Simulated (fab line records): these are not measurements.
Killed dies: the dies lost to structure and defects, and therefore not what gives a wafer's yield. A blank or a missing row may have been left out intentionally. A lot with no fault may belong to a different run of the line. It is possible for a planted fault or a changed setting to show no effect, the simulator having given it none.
Split-lot trial | flow gf180mcu | 5 lots, 23 wafers read, on a route of 602 steps

THE SPLIT ITSELF
At GF_VT_IMPLANT_IMPLANT_41, the setting energy kev was moved away from the recipe's 70 on 12 of the 23 wafers read, by -5.7% to +6.0%. This setting was run at the recipe's value on the other wafers.

FROM SPLIT TO READING: 1 step shown by the file between the two
- GF_VT_IMPLANT_STRIP_42: strips in O2/N2

THE READING
VT_IMPLANT_4_TW, at GF_VT_IMPLANT_TW_MEAS_43. Typical for fault-free wafers on this fab line: 693, with standard deviation 5.8.

wafer  | tool, chamber at the split | energy kev as run | against the recipe | VT_IMPLANT_4_TW | against lot-mates on the recipe
L074.1 | implanter-02, 0            | 73.89             | +5.6%              | 704             | +12
L074.2 | implanter-02, 0            | 70                | recipe             | 692             | -
L074.4 | implanter-02, 0            | 70                | recipe             | 693             | -
L074.5 | implanter-02, 0            | 73.89             | +5.6%              | 702             | +10
L074.6 | implanter-02, 0            | 73.89             | +5.6%              | 705             | +12
L075.1 | implanter-01, 0            | 72.64             | +3.8%              | 698             | +6
L075.3 | implanter-01, 0            | 72.64             | +3.8%              | 699             | +7
L075.4 | implanter-01, 0            | 70                | recipe             | 692             | -
L075.5 | implanter-01, 0            | 70                | recipe             | 692             | -
L075.6 | implanter-01, 0            | 72.64             | +3.8%              | 695             | +3
L082.1 | implanter-04, 0            | 70                | recipe             | 691             | -
L082.2 | implanter-04, 0            | 70                | recipe             | 695             | -
L082.3 | implanter-04, 0            | 74.17             | +6.0%              | 701             | +8
L082.5 | implanter-04, 0            | 74.17             | +6.0%              | 706             | +13
L082.6 | implanter-04, 0            | 74.17             | +6.0%              | 701             | +8
L083.2 | implanter-02, 0            | 66.04             | -5.7%              | 687             | -9
L083.3 | implanter-02, 0            | 66.04             | -5.7%              | 684             | -12
L083.4 | implanter-02, 0            | 66.04             | -5.7%              | 685             | -11
L083.5 | implanter-02, 0            | 70                | recipe             | 697             | -
L083.6 | implanter-02, 0            | 70                | recipe             | 695             | -
L084.1 | implanter-02, 0            | 70                | recipe             | 696             | -
L084.2 | implanter-02, 0            | 70                | recipe             | 700             | -
L084.4 | implanter-02, 0            | 70                | recipe             | 702             | -

THE FIT
A straight line over all 23 wafers: VT_IMPLANT_4_TW changes by +1.45 for each +1% of energy kev; r = +0.88; the points scatter about the line by 3.
The same after taking each lot's own level away (the mean of its wafers on the recipe; 23 wafers): +1.8 for each +1%; r = +0.96; scatter 1.9.
The reading moves by 11 for the largest change in energy kev, on that fit.
The span of the lots' own levels, 692.0 to 699.3, comes to 1.3 times the standard deviation stated above.
Thus the slope moves with the lot-to-lot level: the two fits are different.
Check: for one of the wafers moved furthest among these (+6.0%), held out of the fit, the line's prediction against its lot-mates is +10.8. Against them it came out at +8.

THE OTHER SPLITS THESE WAFERS WENT THROUGH
Note: prior to the reading, these wafers also went through further splits. Each is held against what the fit with the lots' levels taken away leaves over:
other split on the same wafers      | wafers away from the commonest value | r with VT_IMPLANT_4_TW (lot level and that fit taken away)
GF_STI_CVD_03 pressure mtorr        | 18                                   | +0.22
GF_STI_ETCH_14 time s               | 8                                    | +0.06
GF_STI_CVD_23 sih4 flow sccm        | 9                                    | -0.08
GF_STI_OXIDATION_29 temp c          | 18                                   | -0.05
GF_MVSD_STRIP_10 power w            | 10                                   | +0.18
GF_VT_IMPLANT_IMPLANT_08 energy kev | 7                                    | +0.08
GF_VT_IMPLANT_COAT_13 resist thk nm | 10                                   | +0.10
GF_VT_IMPLANT_COAT_24 resist thk nm | 10                                   | +0.14

THE WHOLE CHAIN: every reading that the file lists as answering this split, in the file's order
step                     | what it does | reading                                                         | change (the file's fit)               | r (the file's)
GF_VT_IMPLANT_IMPLANT_41 |              | implant.rp nm (the simulator's own value, which no gauge read)  | +0.357 nm for each +1% of the setting | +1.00
GF_VT_IMPLANT_IMPLANT_41 |              | implant.drp nm (the simulator's own value, which no gauge read) | +0.14 nm for each +1% of the setting  | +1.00
GF_VT_IMPLANT_TW_MEAS_43 |              | VT_IMPLANT_4_TW                                                 | +1.75 for each +1% of the setting     | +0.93

THE FILE'S OWN FIT
VT_IMPLANT_4_TW changes by +1.75 for each +1% of energy kev, r = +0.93.
